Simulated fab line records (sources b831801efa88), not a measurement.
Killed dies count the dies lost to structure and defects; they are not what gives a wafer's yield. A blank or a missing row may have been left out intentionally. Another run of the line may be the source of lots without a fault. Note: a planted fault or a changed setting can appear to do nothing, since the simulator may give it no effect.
Comparing a struck lot with a sound one    flow sky130    37 steps out of a route of 708
Sound: the wafers L951.1, L951.4, L951.5. Wafers L935.3, L935.4, L935.6 were the ones struck. The cause comes at the end.
For every step that has rows: the tool of each side, followed by ch and its chambers, followed by its first start. Under that, the readings that differ: sound wafers    struck wafers    difference of the means    sigmas: that difference in standard deviations of wafers without a fault.
alike: readings whose means differ by less than 2 such deviations, and words and numbers that are the same on both sides. not compared: withheld readings, readings that some wafer has no value for, bounds like >300 that may hide the same value, and numbers for which the record gives no deviation and whose values overlap.
Wherever a step has rows on one side only, a row that says differs or no value, or a row with sigmas, the two part there. Numbers that have no deviation but don't overlap get no sigmas and don't part them. A reading that every wafer of one side lacks parts them only if that side has two wafers or more.

first, 10 steps without rows for these wafers: SKY_LDD_LDN_SOFTBAKE_03 (time 60 s); SKY_LDD_LDN_EXPOSE_04 (exposes mask LDNTM, target cd 700 nm); SKY_LDD_LDN_PEB_05; SKY_LDD_LDN_DEVELOP_06 (develop time 60 s); SKY_LDD_LDN_IMPLANT_08; SKY_LDD_LDN_IMPLANT_09; SKY_LDD_LDN_IMPLANT_10; SKY_LDD_LDN_IMPLANT_11; SKY_LDD_LDN_STRIP_12 (strips in O2/N2); SKY_LDD_LDN_CLEAN_14 (cleans in SC1/SC2, time 150 s).
SKY_SPACER_CVD_00: deposits Si3N4 from DCS/NH3, target thk 43.1 nm, time 740 s.
  sound on lpcvd-02 ch 0, day 30 20:12; struck on lpcvd-02 ch 0, day 25 10:29
reading                                  sound              struck             difference  sigmas
model.Si3N4_of_SPACER_CVD_00.thkNm (nm)  42.44 42.82 42.63  39.84 39.83 39.78  -2.81       
  alike: spikeTcBottomC, spikeTcTopC, susceptorTempC
SKY_SPACER_THK_MEAS_01:
  struck on filmMetro-02, day 25 11:43; sound on filmMetro-02, day 30 21:25
reading                 sound           struck          difference  sigmas
SPACER_CVD_00_THK (nm)  42.5 42.8 42.6  39.8 39.9 39.8  -2.8        -7
SKY_SPACER_ETCHBACK_02: etches Si3N4 in CH3F/O2, stops on SiO2, time 46.7 s, target depth 45 nm.
  sound on rieDiel-04 ch 0,1, day 30 21:28; struck on rieDiel-02 ch 0,1,3, day 25 11:45
reading                  sound              struck             difference  sigmas
oesProductAu (a.u.)      0.844 0.846 0.851  0.814 0.819 0.817  -0.030      -5
model.etch.depthNm (nm)  42.44 42.82 42.63  39.84 39.83 39.78  -2.81       
  alike: drypumpMotorCurrentA, rfFwdPowerW, throttleValvePct
  not compared: rfHoursCounterH
then, 22 steps without rows for these wafers: SKY_POLY_CUT_DEHYDRATE_00 (time 60 s); SKY_POLY_CUT_HMDS_01 (prime time 60 s); SKY_POLY_CUT_COAT_02 (resist thk 60 nm); SKY_POLY_CUT_COAT_03 (resist thk 450 nm); SKY_POLY_CUT_SOFTBAKE_04 (time 90 s); SKY_POLY_CUT_EXPOSE_05 (exposes mask NPCM, target cd 270 nm); SKY_POLY_CUT_PEB_06; SKY_POLY_CUT_DEVELOP_07 (develop time 60 s); SKY_POLY_CUT_ETCH_10 (etches BARC in N2/H2, stops on SiO2, time 45.9 s, target depth 60 nm); SKY_POLY_CUT_ETCH_11 (etches Si3N4 in CF4/CH2F2/Ar, stops on poly-Si, time 42.5 s, target depth 60 nm); SKY_POLY_CUT_STRIP_12 (strips in O2/N2); SKY_SD_P_DEHYDRATE_00 (time 60 s); SKY_SD_P_HMDS_01 (prime time 60 s); SKY_SD_P_COAT_02 (resist thk 1140 nm); SKY_SD_P_SOFTBAKE_03 (time 60 s); SKY_SD_P_EXPOSE_04 (exposes mask PSDM, target cd 380 nm); SKY_SD_P_PEB_05; SKY_SD_P_DEVELOP_06 (develop time 60 s); SKY_SD_P_IMPLANT_09; SKY_SD_P_STRIP_10 (strips in O2/N2); SKY_RES_XHIGH_DEHYDRATE_00 (time 60 s); SKY_RES_XHIGH_HMDS_01 (prime time 60 s).
-- the record jumps here: 5 days lie between the struck wafers' starts before and after (it left off in module RES_XHIGH and takes up again in module SALICIDE, whose first step shown is number 361 of the route) --
SKY_SALICIDE_CLEAN_00: cleans in HF-last, time 30 s.
  sound on wetBench-01 ch 1, day 35 11:21; struck on wetBench-01 ch 1, day 30 06:52
reading                                  sound              struck             difference  sigmas
model.Si3N4_of_SPACER_CVD_00.thkNm (nm)  41.45 41.83 41.64  38.87 38.86 38.81  -2.79       
-- the record jumps here: 17 days lie between the struck wafers' starts before and after (it left off in module SALICIDE and takes up again in module PAD_OPEN, whose first step shown is number 708 of the route) --
SKY_PAD_OPEN_PROBE_99:
  struck on prober-02, day 47 13:38; sound on prober-02, day 50 22:32
reading                              sound            struck             difference  sigmas
model.etest.pfet_01v8.rOnOhmUm       2835 2911 2889   2730 2786 2798     -107        
model.etest.pfet_01v8_hvt.driveUaUm  147.4 143.1 144  153.2 149.7 148.2  +5.5        
  alike: killed_at_M0_to_M3, killed_at_M4_up, killedAtContacts, killedAtFrontEnd, killedAtOther, killedDies, killedOnRim, killedOpen, killedShort
  not compared: model.etest.sonosUncharged.rOnOhmUm, model.etest.pfet_01v8.driveUaUm

== WHERE THEY PART ==
First at SKY_SPACER_THK_MEAS_01; last, within this record, at SKY_SPACER_ETCHBACK_02. Later steps at which nothing parts them and some readings are alike: SKY_PAD_OPEN_PROBE_99.

WHY: whatever the simulator had introduced
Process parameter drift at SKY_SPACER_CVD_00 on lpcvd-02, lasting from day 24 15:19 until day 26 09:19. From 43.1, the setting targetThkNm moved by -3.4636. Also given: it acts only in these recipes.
